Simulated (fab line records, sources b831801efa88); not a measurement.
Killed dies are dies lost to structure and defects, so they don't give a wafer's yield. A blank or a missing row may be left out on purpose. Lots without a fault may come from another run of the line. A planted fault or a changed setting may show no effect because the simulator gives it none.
fab line records | flow gf180mcu
record lots=5 wafers=15 last_day=34
route steps=602 shown STI@18 DNWELL@32 NWELL@42 LVPWELL@54
lots that met no fault: from a run of the same line without faults
start_h: hours from the record's first day to the start of the lot's first wafer shown | wait_h: hours since the lot's step before | " the same as in the row above | L1.1+2: a row that stands for several wafers | - no value, or no start given | * or withheld: withheld | < > ~ a bound
route shown NAME@n: a module of which the file shows steps, and the number in the route of the first | usual: mean/standard deviation of fault-free wafers | same: alike in all rows | chamber/n: place in a boat | sites: the reading at each site | _std_site: their standard deviation | _edge_site: outer sites' mean less inner sites' | radius_mm: how far each site lies from the wafer's centre | mask NAME#n: copy n | behind: the tool/chamber that last shaped the wafer | hold: why the lot was held/for how many hours/how that ended | device: the transistor (n, p or np) that didn't switch | end of line: the same wafers' tests at the end of the route | a step without rows: its recipe alone | killed: dies lost to structure and defects at the first sort, not the wafer's yield | map: a wafer's dies, x killed, . not, _ none there
set.NAME: the setting as run; set.NAME@STEP: as run at that earlier step | model.NAME: the simulator's own value behind a step, which no gauge read
lots at some steps of the route; a table a step, a row a wafer
services: from which hour (start_h, from the record's first day; less than 0 if before it) a tool's chamber was out of use, for how many hours, and why
## steps
# step GF_STI_WET_ETCH_17
# recipe chemistry=H3PO4 target_depth_nm=45 temp_c=160 target=Si3N4 time_s=514
# columns lot.wafer tool chamber start_h wait_h
L075.1+3+6 wet_bench-04 1 31.51 0.0
L079.1+4+5 wet_bench-01 1 52.15 0.0
L082.3+4+5 wet_bench-04 3 66.88 0.0
L092.1+4+6 wet_bench-01 1 119.50 0.0
L097.2+3+6 wet_bench-03 1 148.29 0.0
# step GF_STI_CLEAN_18
# recipe chemistry=SC1/SC2 mix=1:4:20 temp_c=70 time_s=150
# columns lot.wafer tool chamber start_h wait_h
L075.1+3+6 wet_bench-01 3 31.67 0.0
L079.1+4+5 wet_bench-04 3 52.30 0.0
L082.3+4+5 wet_bench-03 3 67.03 0.0
L092.1+4+6 wet_bench-04 3 119.67 0.0
L097.2+3+6 wet_bench-04 1 148.44 0.0
# step GF_STI_CLEAN_19
# recipe chemistry=dHF time_s=20 dilution=100:1
# columns lot.wafer tool chamber start_h wait_h
L075.1+3+6 wet_bench-04 0 31.72 0.0
L079.1+4+5 wet_bench-01 1 52.35 0.0
L082.3+4+5 wet_bench-01 3 67.08 0.0
L092.1+4+6 wet_bench-01 1 119.72 0.0
L097.2+3+6 wet_bench-01 1 148.49 0.0
# step GF_STI_WET_ETCH_20
# recipe chemistry=dHF dilution=100:1 target_depth_nm=20 temp_c=25 dry=ipa_marangoni target=SiO2 time_s=400
# columns lot.wafer tool chamber start_h wait_h
L075.1+3+6 wet_bench-01 3 31.74 0.0
L079.1+4+5 wet_bench-04 1 52.36 0.0
L082.3+4+5 wet_bench-04 0 67.09 0.0
L092.1+4+6 wet_bench-04 0 119.73 0.0
L097.2+3+6 wet_bench-03 0 148.50 0.0
# step GF_STI_OXIDATION_21
# recipe temp_c=1000 ambient=O2 stabilise_s=600 purge_s=300 target_thk_a=150 ox_time_s=458
# usual spike_tc_bottom_C=1018.8/2.4 tube_center_temp_C_max=1002.6/0.43 zone_power_centre_pct=24.7/1.8
# same stabilise_s=600
# columns lot.wafer tool chamber start_h wait_h spike_tc_bottom_C tube_center_temp_C_max zone_power_centre_pct
L075.1 furnace-01 0 31.86 0.0 1016.9 1002.4 22.8
L075.3 " 0 " " 1016.8 1003.2 22.8
L075.6 " 0 " " 1017.0 1004.3 22.8
L079.1 furnace-02 0 52.48 0.0 1019.3 1002.6 26.6
L079.4 " 0 " " 1020.7 1003.2 26.5
L079.5 " 0 " " 1020.2 1003.1 26.6
L082.3 furnace-02 0 67.91 0.7 1021.2 1002.5 26.3
L082.4 " 0 " " 1020.9 1002.7 26.2
L082.5 " 0 " " 1019.0 1002.7 26.0
L092.1 furnace-02 0 122.41 2.6 1020.6 1003.0 26.2
L092.4 " 0 " " 1021.3 1002.9 26.6
L092.6 " 0 " " 1019.8 1002.8 26.4
L097.2 furnace-02 0 148.62 0.0 1021.0 1002.7 26.3
L097.3 " 0 " " 1021.4 1002.3 27.0
L097.6 " 0 " " 1021.0 1002.2 26.3
# step GF_STI_THK_MEAS_22
# recipe reads=SiO2_of_STI_OXIDATION_21
# usual STI_OXIDATION_01_THK=15.1/0.33
# columns lot.wafer tool chamber start_h wait_h STI_OXIDATION_01_THK[nm]
L075.1 film_metro-02 - 32.98 0.0 15.4
L075.3 " - " " 15.4
L075.6 " - " " 15.6
L079.1 film_metro-03 - 53.61 0.0 14.7
L079.4 " - " " 15.0
L079.5 " - " " 14.9
L082.3 film_metro-03 - 69.06 0.0 15.0
L082.4 " - " " 14.9
L082.5 " - " " 14.9
L092.1 film_metro-02 - 123.56 0.0 14.7
L092.4 " - " " 14.8
L092.6 " - " " 14.7
L097.2 film_metro-04 - 149.76 0.0 15.1
L097.3 " - " " 15.0
L097.6 " - " " 14.9
# step GF_STI_CVD_23
# recipe material=SiO2 target_thk_nm=650 sigma_open_frac=0.3 time_s=108.3 temp_c=600 sih4_flow_sccm=60 pressure_mtorr=6
# usual susceptor_temp_C=599.99/0.26
# columns lot.wafer tool chamber start_h wait_h susceptor_temp_C
L075.1 hdpcvd-02 0 33.04 0.1 599.51
L075.3 " 2 " " 600.31
L075.6 " 0 " " 600.09
L079.1 hdpcvd-01 2 53.67 0.1 600.46
L079.4 " 2 " " 600.14
L079.5 " 0 " " 600.28
L082.3 hdpcvd-01 1 69.09 0.0 599.87
L082.4 " 0 " " 600.01
L082.5 " 2 " " 600.19
L092.1 hdpcvd-02 2 123.62 0.1 600.18
L092.4 " 1 " " 600.51
L092.6 " 2 " " 600.42
L097.2 hdpcvd-01 0 149.81 0.0 599.79
L097.3 " 2 " " 600.45
L097.6 " 2 " " 600.20
# step GF_STI_THK_MEAS_24
# recipe reads=SiO2_of_STI_CVD_23
# usual STI_CVD_23_THK=647/7.5
# columns lot.wafer tool chamber start_h wait_h STI_CVD_23_THK[nm]
L075.1 film_metro-04 - 33.12 0.0 648
L075.3 " - " " 649
L075.6 " - " " 646
L079.1 film_metro-02 - 53.75 0.0 651
L079.4 " - " " 653
L079.5 " - " " 654
L082.3 film_metro-02 - 69.19 0.1 643
L082.4 " - " " 648
L082.5 " - " " 636
L092.1 film_metro-03 - 123.69 0.0 644
L092.4 " - " " 646
L092.6 " - " " 648
L097.2 film_metro-03 - 149.89 0.0 659
L097.3 " - " " 656
L097.6 " - " " 651
# step GF_STI_CMP_25
# recipe stop_on=Si3N4 t_overpolish_s=33 down_force_psi=4 platen_rpm=60 target_thk_nm=524.6 pad_velocity_m_s=0.94248
# usual motor_current_A=11.6/0.97 overpolish_run_s=33.001/0.009 time_to_endpoint_s=119/4
# columns lot.wafer tool chamber start_h wait_h motor_current_A overpolish_run_s time_to_endpoint_s
L075.3 cmp-02 0 33.23 0.1 11.0 33.001 122
L075.1 " 1 " " 12.3 32.993 124
L075.6 " 3 " " 11.8 33.012 118
L079.4 cmp-02 0 53.86 0.1 11.0 33.011 127
L079.1 " 2 " " 11.1 32.994 126
L079.5 " 3 " " 11.4 33.000 122
L082.4 cmp-02 2 69.23 0.0 11.5 32.993 117
L082.3 " 3 " " 11.3 32.999 116
L082.5 " 2 " " 11.4 33.007 114
L092.1 cmp-02 0 123.91 0.2 11.1 32.989 116
L092.4 " 1 " " 13.2 32.993 120
L092.6 " 0 " " 10.5 33.007 115
L097.3 cmp-01 2 149.99 0.1 13.9 33.010 115
L097.2 " 3 " " 11.3 33.006 119
L097.6 " 1 " " 11.8 33.019 119
# step GF_STI_WET_ETCH_26
# recipe chemistry=dHF target_depth_nm=94 target=SiO2 temp_c=25 dilution=10:1 time_s=188
# columns lot.wafer tool chamber start_h wait_h
L075.1+3+6 wet_bench-01 3 33.48 0.1
L079.1+4+5 wet_bench-01 1 54.11 0.1
L082.3+4+5 wet_bench-01 0 69.53 0.2
L092.1+4+6 wet_bench-01 2 124.16 0.2
L097.2+3+6 wet_bench-01 1 150.24 0.1
# step GF_STI_WET_ETCH_27
# recipe chemistry=H3PO4 target_depth_nm=160 target=Si3N4 temp_c=160 time_s=1825
# columns lot.wafer tool chamber start_h wait_h
L075.1+3+6 wet_bench-04 2 33.54 0.0
L079.1+4+5 wet_bench-01 2 54.17 0.0
L082.3+4+5 wet_bench-04 3 69.59 0.0
L092.1+4+6 wet_bench-03 1 124.23 0.0
L097.2+3+6 wet_bench-03 0 150.31 0.0
# step GF_STI_WET_ETCH_28
# recipe chemistry=dHF target_depth_nm=20 dry=ipa_marangoni target=SiO2 temp_c=25 dilution=10:1 time_s=40
# columns lot.wafer tool chamber start_h wait_h
L075.1+3+6 wet_bench-04 0 34.10 0.0
L079.1+4+5 wet_bench-01 0 54.68 0.0
L082.3+4+5 wet_bench-03 3 70.11 0.0
L092.1+4+6 wet_bench-04 0 124.75 0.0
L097.2+3+6 wet_bench-04 2 150.82 0.0
# step GF_STI_OXIDATION_29
# recipe temp_c=900 ambient=O2 stabilise_s=600 purge_s=300 target_thk_a=100 ox_time_s=1418
# usual spike_tc_bottom_C=919.2/2.1 tube_center_temp_C_max=902.3/0.41 zone_power_centre_pct=19.8/1.4
# same stabilise_s=600
# columns lot.wafer tool chamber start_h wait_h spike_tc_bottom_C tube_center_temp_C_max zone_power_centre_pct
L075.1 furnace-01 0 35.11 1.0 914.1 902.2 17.7
L075.3 " 0 " " 916.4 902.3 18.3
L075.6 " 0 " " 917.7 901.8 18.1
L079.1 furnace-02 0 54.70 0.0 922.2 902.6 20.8
L079.4 " 0 " " 921.7 902.9 21.2
L079.5 " 0 " " 920.3 902.5 21.1
L082.3 furnace-02 0 70.13 0.0 920.7 902.5 20.8
L082.4 " 0 " " 921.6 902.5 20.9
L082.5 " 0 " " 921.2 903.3 21.2
L092.1 furnace-02 0 124.93 0.2 919.1 901.9 20.7
L092.4 " 0 " " 922.4 902.3 20.8
L092.6 " 0 " " 922.6 903.1 20.7
L097.2 furnace-02 0 151.51 0.7 919.0 901.7 21.0
L097.3 " 0 " " 920.3 901.9 20.5
L097.6 " 0 " " 920.1 902.1 21.0
# step GF_STI_THK_MEAS_30
# recipe reads=SiO2_of_STI_OXIDATION_29
# usual STI_OXIDATION_02_THK=10.06/0.14
# columns lot.wafer tool chamber start_h wait_h STI_OXIDATION_02_THK[nm]
L075.1 film_metro-04 - 36.50 0.0 10.12
L075.3 " - " " 10.15
L075.6 " - " " 10.00
L079.1 film_metro-04 - 56.09 0.0 10.19
L079.4 " - " " 10.23
L079.5 " - " " 10.08
L082.3 film_metro-04 - 71.54 0.0 10.11
L082.4 " - " " 10.07
L082.5 " - " " 10.13
L092.1 film_metro-02 - 126.32 0.0 9.96
L092.4 " - " " 9.99
L092.6 " - " " 9.97
L097.2 film_metro-02 - 152.92 0.0 9.92
L097.3 " - " " 9.97
L097.6 " - " " 10.09
# step GF_DNWELL_DEHYDRATE_00
# recipe temp_c=200 time_s=60
# columns lot.wafer tool chamber start_h wait_h
L075.1+3+6 litho_track-04 0 41.50 5.0
L079.1+4+5 litho_track-04 0 61.95 5.8
L082.3+4+5 litho_track-03 0 77.74 6.2
L092.1+4+6 litho_track-02 0 133.46 7.1
L097.2+3+6 litho_track-02 0 160.08 7.2
# step GF_DNWELL_HMDS_01
# recipe prime_time_s=60 prime_temp_c=120
# columns lot.wafer tool chamber start_h wait_h
L075.1+3+6 litho_track-04 0 41.65 0.1
L079.1+4+5 litho_track-04 0 62.10 0.1
L082.3+4+5 litho_track-03 0 77.89 0.1
L092.1+4+6 litho_track-02 0 133.61 0.1
L097.2+3+6 litho_track-02 0 160.23 0.1
# step GF_DNWELL_COAT_02
# recipe spin_rpm=2000 resist_thk_nm=3000
# columns lot.wafer tool chamber start_h wait_h
L075.1+3+6 litho_track-04 0 41.80 0.1
L079.1+4+5 litho_track-04 0 62.25 0.1
L082.3+4+5 litho_track-03 0 78.04 0.1
L092.1+4+6 litho_track-02 0 133.76 0.1
L097.2+3+6 litho_track-02 0 160.38 0.1
# step GF_DNWELL_SOFTBAKE_03
# recipe temp_c=110 time_s=withheld
# columns lot.wafer tool chamber start_h wait_h
L075.1+3+6 litho_track-04 0 41.95 0.1
L079.1+4+5 litho_track-04 0 62.40 0.1
L082.3+4+5 litho_track-03 0 78.21 0.1
L092.1+4+6 litho_track-02 0 133.91 0.1
L097.2+3+6 litho_track-02 0 160.54 0.1
# step GF_DNWELL_EXPOSE_04
# recipe mask_id=DNWELL target_cd_nm=1700 na=0.6 source_shape=conventional sigma_outer=0.6 dose_mj=260
# same na=0.6
# columns lot.wafer tool chamber start_h wait_h mask
L075.1+3+6 iline_stepper-01 0 - - DNWELL#0
L079.1+4+5 iline_stepper-02 0 - - DNWELL#0
L082.3+4+5 iline_stepper-02 0 - - DNWELL#0
L092.1+4+6 iline_stepper-02 0 - - DNWELL#0
L097.2+3+6 iline_stepper-01 0 - - DNWELL#0
# step GF_DNWELL_PEB_05
# recipe temp_c=115 time_s=withheld
# columns lot.wafer tool chamber start_h wait_h
L075.1+3+6 litho_track-02 0 - -
L079.1+4+5 litho_track-02 0 - -
L082.3+4+5 litho_track-04 0 - -
L092.1+4+6 litho_track-02 0 - -
L097.2+3+6 litho_track-03 0 - -
# step GF_DNWELL_DEVELOP_06
# recipe wall_angle_deg=90 develop_time_s=60 dev_temp_c=23
# columns lot.wafer tool chamber start_h wait_h
L075.1+3+6 litho_track-02 0 - -
L079.1+4+5 litho_track-02 0 - -
L082.3+4+5 litho_track-04 0 - -
L092.1+4+6 litho_track-02 0 - -
L097.2+3+6 litho_track-03 0 - -
# step GF_DNWELL_IMPLANT_07
# recipe species=P energy_kev=1500 dose_cm2=1e+13 tilt_deg=0
# usual beam_energy_keV=1500.0/0.48
# columns lot.wafer tool chamber start_h wait_h beam_energy_keV
L075.1 implanter-01 0 48.56 - 1499.6
L075.3 " 0 " " 1499.9
L075.6 " 0 " " 1499.6
L079.1 implanter-01 0 69.16 - 1500.5
L079.4 " 0 " " 1500.5
L079.5 " 0 " " 1499.9
L082.3 implanter-04 0 85.11 - 1499.0
L082.4 " 0 " " 1499.1
L082.5 " 0 " " 1500.0
L092.1 implanter-03 0 141.06 - 1500.4
L092.4 " 0 " " 1500.8
L092.6 " 0 " " 1500.2
L097.2 implanter-03 0 169.36 - 1499.7
L097.3 " 0 " " 1499.3
L097.6 " 0 " " 1500.1
# step GF_DNWELL_STRIP_08
# recipe chemistry=O2/N2 power_w=1400 pressure_mtorr=1500 platen_temp_c=250 o2_flow_sccm=3000 n2_flow_sccm=300 overash_fraction=0.5
# usual drypump_motor_current_A=5.6/0.4 heater_power_w=321/36 oes_product_au=0.722/0.0046 strip_time_to_endpoint_s=37.00/0.099
# columns lot.wafer tool chamber start_h wait_h drypump_motor_current_A heater_power_w oes_product_au rf_hours_counter_h strip_time_to_endpoint_s
L075.1 plasma_asher-04 0 48.71 0.1 5.2 279 0.717 25 37.11
L075.3 " 0 " " 5.2 277 0.724 - 37.16
L075.6 " 1 " " 5.8 319 0.725 - 37.24
L079.1 plasma_asher-01 1 69.31 0.1 5.2 341 0.716 37 36.97
L079.4 " 1 " " 5.2 338 0.726 - 37.08
L079.5 " 1 " " 5.2 344 0.720 - 37.09
L082.3 plasma_asher-04 1 85.25 0.1 5.8 318 0.723 - 37.01
L082.4 " 0 " " 5.2 282 0.717 - 36.93
L082.5 " 0 " " 5.2 278 0.724 - 37.11
L092.1 plasma_asher-04 1 141.21 0.1 5.8 312 0.724 37 36.99
L092.4 " 1 " " 5.8 310 0.725 - 37.08
L092.6 " 0 " " 5.3 278 0.727 - 36.97
L097.2 plasma_asher-04 1 169.49 0.1 5.8 321 0.731 41 37.00
L097.3 " 0 " " 5.2 281 0.718 - 36.92
L097.6 " 1 " " 5.8 312 0.725 - 36.97
# step GF_DNWELL_TW_MEAS_09
# usual DNWELL_TW=1357/11
# columns lot.wafer tool chamber start_h wait_h DNWELL_TW
L075.1 film_metro-04 - 48.81 0.1 1376
L075.3 " - " " 1376
L075.6 " - " " 1371
L079.1 film_metro-01 - 69.41 0.1 1353
L079.4 " - " " 1353
L079.5 " - " " 1355
L082.3 film_metro-02 - 85.33 0.1 1341
L082.4 " - " " 1342
L082.5 " - " " 1344
L092.1 film_metro-02 - 141.31 0.1 1348
L092.4 " - " " 1349
L092.6 " - " " 1345
L097.2 film_metro-01 - 169.60 0.1 1359
L097.3 " - " " 1354
L097.6 " - " " 1357
# step GF_NWELL_DEHYDRATE_00
# recipe temp_c=200 time_s=60
# columns lot.wafer tool chamber start_h wait_h
L075.1+3+6 litho_track-04 0 54.65 5.8
L079.1+4+5 litho_track-04 0 75.70 6.3
L082.3+4+5 litho_track-04 0 91.85 6.5
L092.1+4+6 litho_track-01 0 149.47 8.1
L097.2+3+6 litho_track-04 0 177.27 7.7
# step GF_NWELL_HMDS_01
# recipe prime_time_s=60 prime_temp_c=120
# columns lot.wafer tool chamber start_h wait_h
L075.1+3+6 litho_track-04 0 54.80 0.1
L079.1+4+5 litho_track-04 0 75.85 0.1
L082.3+4+5 litho_track-04 0 92.00 0.1
L092.1+4+6 litho_track-01 0 149.62 0.1
L097.2+3+6 litho_track-04 0 177.42 0.1
# step GF_NWELL_COAT_02
# recipe spin_rpm=2000 resist_thk_nm=3000
# columns lot.wafer tool chamber start_h wait_h
L075.1+3+6 litho_track-04 0 54.95 0.1
L079.1+4+5 litho_track-04 0 76.00 0.1
L082.3+4+5 litho_track-04 0 92.15 0.1
L092.1+4+6 litho_track-01 0 149.77 0.1
L097.2+3+6 litho_track-04 0 177.57 0.1
# step GF_NWELL_SOFTBAKE_03
# recipe temp_c=110 time_s=withheld
# columns lot.wafer tool chamber start_h wait_h
L075.1+3+6 litho_track-04 0 55.10 0.1
L079.1+4+5 litho_track-04 0 76.15 0.1
L082.3+4+5 litho_track-04 0 92.32 0.1
L092.1+4+6 litho_track-01 0 149.92 0.1
L097.2+3+6 litho_track-04 0 177.73 0.1
# step GF_NWELL_EXPOSE_04
# recipe mask_id=Nwell target_cd_nm=860 na=0.6 source_shape=conventional sigma_outer=0.6 dose_mj=260
# same na=0.6
# columns lot.wafer tool chamber start_h wait_h mask
L075.1+3+6 iline_stepper-01 0 - - Nwell#0
L079.1+4+5 iline_stepper-01 0 - - Nwell#0
L082.3+4+5 iline_stepper-01 0 - - Nwell#0
L092.1+4+6 iline_stepper-02 0 - - Nwell#0
L097.2+3+6 iline_stepper-02 0 - - Nwell#0
# step GF_NWELL_PEB_05
# recipe temp_c=115 time_s=withheld
# columns lot.wafer tool chamber start_h wait_h
L075.1+3+6 litho_track-04 0 - -
L079.1+4+5 litho_track-02 0 - -
L082.3+4+5 litho_track-01 0 - -
L092.1+4+6 litho_track-01 0 - -
L097.2+3+6 litho_track-02 0 - -
# step GF_NWELL_DEVELOP_06
# recipe wall_angle_deg=90 develop_time_s=60 dev_temp_c=23
# columns lot.wafer tool chamber start_h wait_h
L075.1+3+6 litho_track-04 0 - -
L079.1+4+5 litho_track-02 0 - -
L082.3+4+5 litho_track-01 0 - -
L092.1+4+6 litho_track-01 0 - -
L097.2+3+6 litho_track-02 0 - -
# step GF_NWELL_OVL_MEAS_07
# usual NWELL_OVL=-0.3/1.6
# columns lot.wafer tool chamber start_h wait_h NWELL_OVL[nm]
L075.1 overlay-02 - 61.95 - -0.5
L075.3 " - " " -1.1
L075.6 " - " " -0.4
L079.1 overlay-02 - 83.16 - 1.1
L079.4 " - " " -2.6
L079.5 " - " " -1.6
L082.3 overlay-01 - 99.18 - 0.1
L082.4 " - " " -2.3
L082.5 " - " " 0.1
L092.1 overlay-01 - 157.47 - 1.0
L092.4 " - " " 1.7
L092.6 " - " " 1.9
L097.2 overlay-01 - 186.36 - -1.7
L097.3 " - " " -1.6
L097.6 " - " " -1.1
# step GF_NWELL_IMPLANT_08
# recipe species=P energy_kev=450 dose_cm2=1.5e+13 tilt_deg=0
# usual beam_energy_keV=450.02/0.13
# columns lot.wafer tool chamber start_h wait_h beam_energy_keV
L075.1 implanter-02 0 61.98 0.0 450.05
L075.3 " 0 " " 449.94
L075.6 " 0 " " 450.11
L079.1 implanter-02 0 83.19 0.0 450.07
L079.4 " 0 " " 449.85
L079.5 " 0 " " 449.97
L082.3 implanter-03 0 99.25 0.1 450.10
L082.4 " 0 " " 449.88
L082.5 " 0 " " 450.25
L092.1 implanter-04 0 157.50 0.0 450.32
L092.4 " 0 " " 450.15
L092.6 " 0 " " 450.28
L097.2 implanter-02 0 186.42 0.0 450.08
L097.3 " 0 " " 450.00
L097.6 " 0 " " 450.14
# step GF_NWELL_IMPLANT_09
# recipe species=P energy_kev=160 dose_cm2=4e+12 tilt_deg=0
# usual beam_energy_keV=160.00/0.047
# columns lot.wafer tool chamber start_h wait_h beam_energy_keV
L075.1 implanter-02 0 62.13 0.1 159.93
L075.3 " 0 " " 159.94
L075.6 " 0 " " 159.95
L079.1 implanter-02 0 83.34 0.1 159.97
L079.4 " 0 " " 160.00
L079.5 " 0 " " 159.91
L082.3 implanter-03 0 99.40 0.1 159.98
L082.4 " 0 " " 159.99
L082.5 " 0 " " 160.00
L092.1 implanter-04 0 157.65 0.1 160.00
L092.4 " 0 " " 160.00
L092.6 " 0 " " 159.97
L097.2 implanter-02 0 186.57 0.1 160.00
L097.3 " 0 " " 160.01
L097.6 " 0 " " 159.94
# step GF_NWELL_STRIP_10
# recipe chemistry=O2/N2 power_w=1400 pressure_mtorr=1500 platen_temp_c=250 o2_flow_sccm=3000 n2_flow_sccm=300 overash_fraction=0.5
# usual drypump_motor_current_A=5.6/0.37 heater_power_w=318/42 oes_product_au=0.722/0.0047 strip_time_to_endpoint_s=36.97/0.1
# columns lot.wafer tool chamber start_h wait_h drypump_motor_current_A heater_power_w oes_product_au rf_hours_counter_h strip_time_to_endpoint_s
L075.1 plasma_asher-03 1 62.28 0.1 5.4 406 0.720 44 36.93
L075.3 " 0 " " 6.0 298 0.719 - 36.92
L075.6 " 1 " " 5.4 409 0.715 - 36.95
L079.1 plasma_asher-04 0 83.49 0.1 5.2 275 0.718 30 37.12
L079.4 " 0 " " 5.2 282 0.716 - 37.06
L079.5 " 0 " " 5.2 276 0.725 - 37.08
L082.3 plasma_asher-04 0 99.54 0.1 5.2 281 0.717 - 37.03
L082.4 " 1 " " 5.8 310 0.721 - 37.04
L082.5 " 1 " " 5.8 314 0.721 - 37.05
L092.1 plasma_asher-04 1 157.80 0.1 5.8 319 0.720 39 36.92
L092.4 " 1 " " 5.8 312 0.715 - 37.09
L092.6 " 0 " " 5.2 286 0.731 - 37.00
L097.2 plasma_asher-04 0 186.69 0.1 5.2 280 0.719 42 36.89
L097.3 " 1 " " 5.8 321 0.723 - 36.77
L097.6 " 0 " " 5.2 276 0.729 - 36.72
# step GF_NWELL_TW_MEAS_11
# usual NWELL_TW=1568/7.3
# columns lot.wafer tool chamber start_h wait_h NWELL_TW
L075.1 film_metro-02 - 62.38 0.1 1561
L075.3 " - " " 1567
L075.6 " - " " 1560
L079.1 film_metro-02 - 83.59 0.1 1573
L079.4 " - " " 1571
L079.5 " - " " 1572
L082.3 film_metro-01 - 99.62 0.1 1567
L082.4 " - " " 1557
L082.5 " - " " 1569
L092.1 film_metro-02 - 157.90 0.1 1569
L092.4 " - " " 1565
L092.6 " - " " 1569
L097.2 film_metro-03 - 186.80 0.1 1558
L097.3 " - " " 1546
L097.6 " - " " 1562
# step GF_LVPWELL_DEHYDRATE_00
# recipe temp_c=200 time_s=60
# columns lot.wafer tool chamber start_h wait_h
L075.1+3+6 litho_track-02 0 68.16 5.8
L079.1+4+5 litho_track-03 0 90.04 6.4
L082.3+4+5 litho_track-01 0 105.47 5.8
L092.1+4+6 litho_track-01 0 166.17 8.3
L097.2+3+6 litho_track-01 0 193.89 7.1
# step GF_LVPWELL_HMDS_01
# recipe prime_time_s=60 prime_temp_c=120
# columns lot.wafer tool chamber start_h wait_h
L075.1+3+6 litho_track-02 0 68.31 0.1
L079.1+4+5 litho_track-03 0 90.19 0.1
L082.3+4+5 litho_track-01 0 105.62 0.1
L092.1+4+6 litho_track-01 0 166.32 0.1
L097.2+3+6 litho_track-01 0 194.04 0.1
# step GF_LVPWELL_COAT_02
# recipe spin_rpm=2000 resist_thk_nm=3000
# columns lot.wafer tool chamber start_h wait_h
L075.1+3+6 litho_track-02 0 68.46 0.1
L079.1+4+5 litho_track-03 0 90.34 0.1
L082.3+4+5 litho_track-01 0 105.77 0.1
L092.1+4+6 litho_track-01 0 166.47 0.1
L097.2+3+6 litho_track-01 0 194.19 0.1
# step GF_LVPWELL_SOFTBAKE_03
# recipe temp_c=110 time_s=withheld
# columns lot.wafer tool chamber start_h wait_h
L075.1+3+6 litho_track-02 0 68.61 0.1
L079.1+4+5 litho_track-03 0 90.49 0.1
L082.3+4+5 litho_track-01 0 105.93 0.1
L092.1+4+6 litho_track-01 0 166.62 0.1
L097.2+3+6 litho_track-01 0 194.35 0.1
# step GF_LVPWELL_EXPOSE_04
# recipe mask_id=LVPWELL target_cd_nm=600 na=0.6 source_shape=conventional sigma_outer=0.6 dose_mj=260
# same na=0.6
# columns lot.wafer tool chamber start_h wait_h mask
L075.1+3+6 iline_stepper-02 0 - - LVPWELL#0
L079.1+4+5 iline_stepper-02 0 - - LVPWELL#0
L082.3+4+5 iline_stepper-02 0 - - LVPWELL#0
L092.1+4+6 iline_stepper-02 0 - - LVPWELL#0
L097.2+3+6 iline_stepper-01 0 - - LVPWELL#0
# step GF_LVPWELL_PEB_05
# recipe temp_c=115 time_s=withheld
# columns lot.wafer tool chamber start_h wait_h
L075.1+3+6 litho_track-02 0 - -
L079.1+4+5 litho_track-03 0 - -
L082.3+4+5 litho_track-03 0 - -
L092.1+4+6 litho_track-02 0 - -
L097.2+3+6 litho_track-02 0 - -
# step GF_LVPWELL_DEVELOP_06
# recipe wall_angle_deg=90 develop_time_s=60 dev_temp_c=23
# columns lot.wafer tool chamber start_h wait_h
L075.1+3+6 litho_track-02 0 - -
L079.1+4+5 litho_track-03 0 - -
L082.3+4+5 litho_track-03 0 - -
L092.1+4+6 litho_track-02 0 - -
L097.2+3+6 litho_track-02 0 - -
# step GF_LVPWELL_OVL_MEAS_07
# usual LVPWELL_OVL=0.1/1.4
# columns lot.wafer tool chamber start_h wait_h LVPWELL_OVL[nm]
L075.1 overlay-01 - 75.21 - 0.4
L075.3 " - " " 0.5
L075.6 " - " " 0.0
L079.1 overlay-01 - 98.14 - -1.6
L079.4 " - " " -3.2
L079.5 " - " " -0.6
L082.3 overlay-01 - 113.25 - -1.3
L082.4 " - " " -1.5
L082.5 " - " " -1.4
L092.1 overlay-02 - 174.81 - 1.0
L092.4 " - " " 0.9
L092.6 " - " " 1.9
L097.2 overlay-02 - 203.21 - 3.2
L097.3 " - " " 2.7
L097.6 " - " " 0.7
# step GF_LVPWELL_IMPLANT_08
# recipe species=B energy_kev=170 dose_cm2=1.5e+13 tilt_deg=0
# usual beam_energy_keV=170.01/0.048
# columns lot.wafer tool chamber start_h wait_h beam_energy_keV
L075.1 implanter-04 0 75.24 0.0 170.05
L075.3 " 0 " " 170.02
L075.6 " 0 " " 170.02
L079.1 implanter-04 0 98.17 0.0 170.02
L079.4 " 0 " " 170.01
L079.5 " 0 " " 169.98
L082.3 implanter-01 0 113.32 0.1 170.03
L082.4 " 0 " " 170.09
L082.5 " 0 " " 170.07
L092.1 implanter-01 0 174.84 0.0 170.02
L092.4 " 0 " " 169.96
L092.6 " 0 " " 170.00
L097.2 implanter-02 0 203.27 0.0 169.98
L097.3 " 0 " " 169.99
L097.6 " 0 " " 170.05
# step GF_LVPWELL_IMPLANT_09
# recipe species=B energy_kev=60 dose_cm2=5e+12 tilt_deg=0
# usual beam_energy_keV=60.003/0.02
# columns lot.wafer tool chamber start_h wait_h beam_energy_keV
L075.1 implanter-04 0 75.39 0.1 60.020
L075.3 " 0 " " 59.989
L075.6 " 0 " " 59.983
L079.1 implanter-04 0 98.32 0.1 60.013
L079.4 " 0 " " 60.007
L079.5 " 0 " " 59.967
L082.3 implanter-01 0 113.47 0.1 60.020
L082.4 " 0 " " 59.974
L082.5 " 0 " " 60.020
L092.1 implanter-01 0 174.99 0.1 59.985
L092.4 " 0 " " 60.022
L092.6 " 0 " " 59.991
L097.2 implanter-02 0 203.42 0.1 60.017
L097.3 " 0 " " 60.028
L097.6 " 0 " " 59.993
## services
# columns tool chamber start_h hours kind
hdpcvd-01 2 18.67 12.3 repair
furnace-02 - 19.98 3.2 pm
wet_bench-03 - 25.57 35.6 pm
implanter-04 - 39.66 3.5 pm
iline_stepper-02 - 42.45 1.7 pm
plasma_asher-04 - 50.54 3.1 repair
cmp-02 - 55.25 5.0 pm
iline_stepper-02 - 56.86 3.4 repair
implanter-01 - 59.62 4.7 repair
cmp-02 - 64.27 4.0 pm
cmp-02 - 69.62 0.9 repair
implanter-03 - 81.84 7.1 repair
hdpcvd-01 2 103.79 20.8 repair
implanter-03 - 103.79 3.7 pm
hdpcvd-01 1 103.96 5.0 repair
implanter-03 - 108.36 6.7 repair
hdpcvd-01 1 113.74 3.0 repair
hdpcvd-01 2 126.00 4.7 repair
iline_stepper-01 - 137.69 4.3 repair
implanter-02 - 147.62 3.8 pm
implanter-01 - 152.99 4.8 pm
implanter-01 - 159.71 7.8 repair
implanter-03 - 172.48 5.0 pm
furnace-02 - 188.02 3.9 pm
## key
fault none
